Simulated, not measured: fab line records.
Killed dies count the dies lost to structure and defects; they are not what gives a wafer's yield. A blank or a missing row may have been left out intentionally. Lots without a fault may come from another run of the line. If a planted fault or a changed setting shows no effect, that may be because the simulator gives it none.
Comparing a struck lot with a sound one :: flow sky130 :: 16 out of 708 route steps
Sound: wafers L192.1, L192.4, L192.6. The struck wafers were L198.2, L198.3, L198.6. At the end, the cause is stated.
At each step with rows: each side's tool, then ch and its chambers, then its first start. Under that, the readings that differ: sound wafers :: struck wafers :: difference of the means :: sigmas: that difference in standard deviations of wafers without a fault.
alike: readings with means less than 2 such deviations apart, plus words and numbers identical on both sides. not compared: withheld readings, readings lacking a value on some wafer, bounds such as >300 that could conceal the same value, and numbers that have no deviation in the record and whose values overlap.
Wherever a step has rows on one side only, a row that says differs or no value, or a row with sigmas, the two part there. Numbers that don't overlap but have no deviation are shown without sigmas and don't part them. Lack of a reading on every wafer of one side parts them only where that side has two or more wafers.

SKY_GATE_OXIDE_TW_MEAS_14:
  sound on filmMetro-03, day 14 04:59; struck on filmMetro-03, day 16 02:59
  alike: GATE_OXIDE_TW
then, 3 steps without rows for these wafers: SKY_GATE_OXIDE_CLEAN_15 (cleans in SC1/SC2, time 150 s); SKY_GATE_OXIDE_OXIDATION_16 (stabilise 600 s, purge 300 s, target thk 3.57 nm); SKY_POLY_GATE_CVD_00 (deposits poly-Si, target thk 180 nm, time 720 s).
SKY_POLY_GATE_THK_MEAS_01:
  sound on filmMetro-04, day 14 08:26; struck on filmMetro-04, day 16 12:35
  alike: POLY_GATE_CVD_00_THK
then, 7 steps without rows for these wafers: SKY_RES_PROTECT_DEHYDRATE_00 (time 60 s); SKY_RES_PROTECT_HMDS_01 (prime time 60 s); SKY_RES_PROTECT_COAT_02 (resist thk 1140 nm); SKY_RES_PROTECT_SOFTBAKE_03 (time 60 s); SKY_RES_PROTECT_EXPOSE_04 (exposes mask RPM, target cd 1270 nm); SKY_RES_PROTECT_PEB_05; SKY_RES_PROTECT_DEVELOP_06 (develop time 60 s).
SKY_POLY_GATE_IMPLANT_02:
  sound on implanter-04 ch 0, day 15 11:37; struck on implanter-02 ch 0, day 17 16:07
reading: beamOnS (s)
sound: 37 37 37
struck: 53 54 53
difference: +16
sigmas: +4
  alike: endStationPressureTorr
SKY_RES_PROTECT_STRIP_07: strips in O2/N2.
  sound on plasmaAsher-02 ch 0,1, day 15 11:46; struck on plasmaAsher-03 ch 0,1, day 17 16:14
reading: stripTimeToEndpointS (s)
sound: 23.29 23.22 23.19
struck: 24.19 24.17 24.21
difference: +0.96
sigmas: +27
  alike: drypumpMotorCurrentA, oesProductAu
  not compared: rfHoursCounterH
SKY_RES_PROTECT_TW_MEAS_08:
  sound on filmMetro-01, day 15 11:52; struck on filmMetro-04, day 17 16:21
reading: POLY_GATE_TW
sound: 4070 4051 4069
struck: 4170 4179 4149
difference: +103
sigmas: +3
-- here the record skips 30 days between the struck wafers' starts before and after, leaving off in module RES_PROTECT and picking up in module PAD_OPEN (first step shown: number 708 of the route) --
SKY_PAD_OPEN_PROBE_99:
  sound on prober-02, day 45 23:26; struck on prober-02, day 47 10:46
reading: model.etest.resPoly.lineOhmUm
sound: 521.6 515.5 523.1
struck: 451.1 465.2 445.7
difference: -66.1
sigmas: 

reading: model.etest.liconPoly.rcOhm
sound: 156.7 145 158.2
struck: 128.6 126.8 127.7
difference: -25.6
sigmas: 

reading: model.etest.resPoly.rsOhmSq
sound: 49.28 48.65 49.13
struck: 43.29 43.32 42.44
difference: -6.00
sigmas: 
  alike: killed_at_M0_to_M3, killed_at_M4_up, killedAtContacts, killedAtFrontEnd, killedAtOther, killedDies, killedOpen, killedShort

== WHERE THEY PART ==
Earliest at SKY_POLY_GATE_IMPLANT_02; latest, in this record, at SKY_RES_PROTECT_TW_MEAS_08. Later steps at which nothing parts them and some readings are alike: SKY_PAD_OPEN_PROBE_99.

WHY: the cause the simulator had injected
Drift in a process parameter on implanter-02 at SKY_POLY_GATE_IMPLANT_02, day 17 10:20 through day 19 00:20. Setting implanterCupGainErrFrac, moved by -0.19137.
